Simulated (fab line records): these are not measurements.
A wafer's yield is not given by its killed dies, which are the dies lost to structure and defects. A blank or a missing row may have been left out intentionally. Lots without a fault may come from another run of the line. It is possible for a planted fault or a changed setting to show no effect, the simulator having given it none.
Which tool was responsible?    flow gf180mcu    24 lots with 72 wafers sampled at 4 steps, on a route of 602 steps

## WHAT EACH GAUGE READ, for each wafer
GF_M4_THK_MEAS_06: measures by xrf. Usual: M4_ALCU_THK 454 nm, standard deviation 3.8.
lot   measured      on             M4_ALCU_THK (nm)  flag
L074  day 22 10:23  film metro-04  453 455 456       
L075  day 22 19:01  film metro-04  463 456 459       
L076  day 23 06:28  film metro-01  455 454 455       
L077  day 23 09:20  film metro-01  467 455 464       
L078  day 24 02:11  film metro-04  450 456 457       
L079  day 24 08:16  film metro-01  456 454 453       
L080  day 24 17:13  film metro-01  452 453 450       
L081  day 24 21:17  film metro-01  459 455 452       
L082  day 25 07:53  film metro-04  455 462 453       
L083  day 25 16:52  film metro-04  446 457 452       
L084  day 26 01:19  film metro-01  455 456 453       
L085  day 26 11:07  film metro-01  460 457 456       
L086  day 26 18:58  film metro-01  460 460 461       
L087  day 27 00:58  film metro-01  448 450 452       
L088  day 27 05:44  film metro-03  457 452 456       
L089  day 27 15:53  film metro-03  455 458 456       
L090  day 27 22:13  film metro-03  456 453 458       
L091  day 28 01:40  film metro-03  454 456 450       
L092  day 28 07:48  film metro-01  452 452 455       
L093  day 28 15:52  film metro-03  455 451 450       
L094  day 28 23:13  film metro-01  447 453 452       
L095  day 29 03:28  film metro-04  449 447 451       
L096  day 29 12:10  film metro-04  457 455 452       
L097  day 29 15:19  film metro-04  446 450 452       

GF_V4_CD_MEAS_14: the cd target is 260 nm. Usual: cd nm reads 260.0 nm (standard deviation 1.2).
lot   measured      on         cd nm (nm)         flag
L074  day 24 08:53  cd sem-01  260.8 261.5 261.4  
L075  day 24 16:46  cd sem-02  260.2 260.2 261.2  
L076  day 25 04:01  cd sem-02  259.6 259.4 259.3  
L077  day 25 06:29  cd sem-01  258.7 259.5 258.7  
L078  day 25 22:42  cd sem-02  261.6 261.4 262.1  
L079  day 26 04:10  cd sem-02  261.9 261.8 261.4  
L080  day 26 12:47  cd sem-02  261.2 258.8 258.9  
L081  day 26 16:40  cd sem-02  261.8 262.5 260.7  
L082  day 27 02:14  cd sem-02  260.1 260.8 259.2  
L083  day 27 11:19  cd sem-02  260.9 261.6 260.7  
L084  day 27 19:33  cd sem-02  260.2 260.6 260.6  
L085  day 28 03:46  cd sem-02  258.5 259.3 260.9  
L086  day 28 11:59  cd sem-01  260.0 259.6 259.4  
L087  day 28 17:24  cd sem-01  259.6 260.1 259.8  
L088  day 28 22:42  cd sem-01  260.7 260.2 258.6  
L089  day 29 08:14  cd sem-01  259.7 259.3 259.5  
L090  day 29 14:22  cd sem-02  261.1 260.5 260.7  
L091  day 29 17:11  cd sem-01  257.2 257.4 257.5  
L092  day 29 23:54  cd sem-01  259.5 260.0 260.9  
L093  day 30 05:18  cd sem-01  259.7 259.9 259.9  
L094  day 30 13:20  cd sem-01  262.9 262.0 261.1  
L095  day 30 17:47  cd sem-01  257.2 258.6 258.0  
L096  day 31 01:16  cd sem-02  259.4 259.4 259.7  
L097  day 31 05:12  cd sem-01  257.8 258.4 258.7  

## TOOL THAT RAN EACH LOT (tool first, then ch and the chambers of the sampled wafers, then the start)
lot   GF_V3_SPUTTER_21              GF_M4_SPUTTER_03
L074  pvd sputter-03, day 22 09:21  pvd sputter-02, day 22 10:13
L075  pvd sputter-03, day 22 17:59  pvd sputter-04, day 22 18:50
L076  pvd sputter-01, day 23 05:24  pvd sputter-04, day 23 06:16
L077  pvd sputter-03, day 23 08:18  pvd sputter-03, day 23 09:10
L078  pvd sputter-04, day 24 01:08  pvd sputter-03, day 24 01:59
L079  pvd sputter-01, day 24 07:12  pvd sputter-02, day 24 08:04
L080  pvd sputter-03, day 24 16:10  pvd sputter-02, day 24 17:01
L081  pvd sputter-04, day 24 20:15  pvd sputter-03, day 24 21:06
L082  pvd sputter-04, day 25 06:51  pvd sputter-03, day 25 07:42
L083  pvd sputter-01, day 25 15:48  pvd sputter-03, day 25 16:40
L084  pvd sputter-01, day 26 00:16  pvd sputter-04, day 26 01:07
L085  pvd sputter-03, day 26 10:04  pvd sputter-02, day 26 10:55
L086  pvd sputter-03, day 26 17:56  pvd sputter-04, day 26 18:47
L087  pvd sputter-01, day 26 23:56  pvd sputter-02, day 27 00:47
L088  pvd sputter-04, day 27 04:43  pvd sputter-04, day 27 05:34
L089  pvd sputter-04, day 27 14:51  pvd sputter-02, day 27 15:43
L090  pvd sputter-03, day 27 20:46  pvd sputter-04, day 27 21:58
L091  pvd sputter-01, day 28 00:37  pvd sputter-02, day 28 01:28
L092  pvd sputter-01, day 28 06:46  pvd sputter-02, day 28 07:37
L093  pvd sputter-04, day 28 14:50  pvd sputter-03, day 28 15:41
L094  pvd sputter-01, day 28 22:04  pvd sputter-02, day 28 23:02
L095  pvd sputter-01, day 29 02:26  pvd sputter-03, day 29 03:17
L096  pvd sputter-03, day 29 11:08  pvd sputter-03, day 29 11:59
L097  pvd sputter-01, day 29 14:16  pvd sputter-03, day 29 15:07
- GF_V3_SPUTTER_21: material Ti, target thk 15 nm, time 80.02 s.
- GF_M4_SPUTTER_03: material Ti, target thk 10 nm, time 6.7 s.

## WHAT THE TOOLS THEMSELVES READ (means of the sampled wafers that have a number; where no wafer has one, the mark that the record gives instead)
GF_V3_SPUTTER_21. Usual: throttle valve pct reads 29.7 % (standard deviation 1.4).
lot   tool            throttle valve pct (%)  flag
L074  pvd sputter-03  29.5                    
L075  pvd sputter-03  29.3                    
L076  pvd sputter-01  30.7                    
L077  pvd sputter-03  29.4                    
L078  pvd sputter-04  30.3                    
L079  pvd sputter-01  28.7                    
L080  pvd sputter-03  29.8                    
L081  pvd sputter-04  29.4                    
L082  pvd sputter-04  29.6                    
L083  pvd sputter-01  29.7                    
L084  pvd sputter-01  30.1                    
L085  pvd sputter-03  30.6                    
L086  pvd sputter-03  29.9                    
L087  pvd sputter-01  30.2                    
L088  pvd sputter-04  29.3                    
L089  pvd sputter-04  29.2                    
L090  pvd sputter-03  29.5                    
L091  pvd sputter-01  27.9                    
L092  pvd sputter-01  29.1                    
L093  pvd sputter-04  29.3                    
L094  pvd sputter-01  28.9                    
L095  pvd sputter-01  29.9                    
L096  pvd sputter-03  29.5                    
L097  pvd sputter-01  30.4                    

GF_M4_SPUTTER_03. Usual: throttle valve pct reads 29.9 % (standard deviation 1).
lot   tool            throttle valve pct (%)  flag
L074  pvd sputter-02  29.9                    
L075  pvd sputter-04  29.1                    
L076  pvd sputter-04  29.1                    
L077  pvd sputter-03  30.0                    
L078  pvd sputter-03  29.6                    
L079  pvd sputter-02  30.4                    
L080  pvd sputter-02  29.9                    
L081  pvd sputter-03  30.3                    
L082  pvd sputter-03  30.2                    
L083  pvd sputter-03  29.6                    
L084  pvd sputter-04  30.1                    
L085  pvd sputter-02  30.0                    
L086  pvd sputter-04  30.2                    
L087  pvd sputter-02  30.4                    
L088  pvd sputter-04  29.8                    
L089  pvd sputter-02  30.3                    
L090  pvd sputter-04  29.1                    
L091  pvd sputter-02  29.9                    
L092  pvd sputter-02  30.1                    
L093  pvd sputter-03  30.5                    
L094  pvd sputter-02  30.1                    
L095  pvd sputter-03  29.4                    
L096  pvd sputter-03  29.3                    
L097  pvd sputter-03  30.2                    

## THE ANSWER, worked out from the rows above alone
Rule: take the mean of a lot's wafers that have a number; if it is more than 3 standard deviations from the usual mean, the lot is off. Also off: a lot with no number at a reading for which 4 or more lots have one. Any other lot the step has rows for is counted as sound. First the gauges in route order, then the tools' own readings, where a lot's mean is used as printed above. At the first step where some lot is off, the reading lying furthest off is the one used; lots without a number count as furthest.
No lot is off at any reading shown: from this, nothing can be told.

## WHAT THE SIMULATOR PUT IN
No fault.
